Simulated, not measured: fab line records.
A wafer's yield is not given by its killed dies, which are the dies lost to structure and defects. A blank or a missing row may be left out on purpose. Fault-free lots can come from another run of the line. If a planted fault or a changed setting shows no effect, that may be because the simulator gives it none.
Matching of chambers | flow sky130 | SKY_LI_CONTACT_CMP_02 on cmp-01 has 4 sister chambers
The step polishes PSG. 8 wafers are shown with their chamber, then 7 later ones without.

EACH WAFER AND ITS CHAMBER
wafer  | chamber | motorCurrentA (A) | edgeZonePressureFrac
L370.3 | 1       | 12.3              | 1.012
L371.1 | 0       | 13.8              | 1.001
L373.5 | 1       | 12.5              | 1.003
L382.1 | 3       | 10.2              | 1.000
L382.3 | 2       | 12.3              | 1.002
L382.6 | 2       | 12.3              | 1.002
L389.1 | 3       | 9.8               | 0.981
L389.2 | 0       | 13.6              | 1.000

WAFERS WHOSE CHAMBER IS MISSING
wafer  | motorCurrentA (A) | edgeZonePressureFrac
L389.5 | 11.8              | 0.994
L390.2 | 13.9              | 0.991
L390.3 | 11.4              | 1.007
L390.6 | 13.8              | 0.983
L391.1 | 11.7              | 0.994
L391.4 | 13.9              | 1.003
L391.6 | 11.6              | 0.987

CHAMBER TAKEN BY EACH
wafer  | from the rows above     | in truth
L389.5 | can't be placed: 2 or 1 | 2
L390.2 | 0                       | 0
L390.3 | can't be placed: 2 or 1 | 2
L390.6 | 0                       | 0
L391.1 | can't be placed: 2 or 1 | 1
L391.4 | 0                       | 0
L391.6 | can't be placed: 2 or 1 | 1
Placed correctly: 3 of 7. These rows do not allow placing 4 (true chamber among the candidates in 4). Placed wrongly: 0.
How it was worked out, from the rows above alone: a wafer's distance from a chamber is the root of the sum, over the readings, of the square of ((its reading less the chamber's mean) divided by the reading's scatter). The wafer belongs to the nearest chamber; if the next one is less than 2 further off, it can't be placed. Each chamber's mean is taken over the wafers shown for it. The scatter: take each reading less its chamber's mean, square it, sum over the shown wafers, divide by the number of wafers less the number of chambers, and take the root.
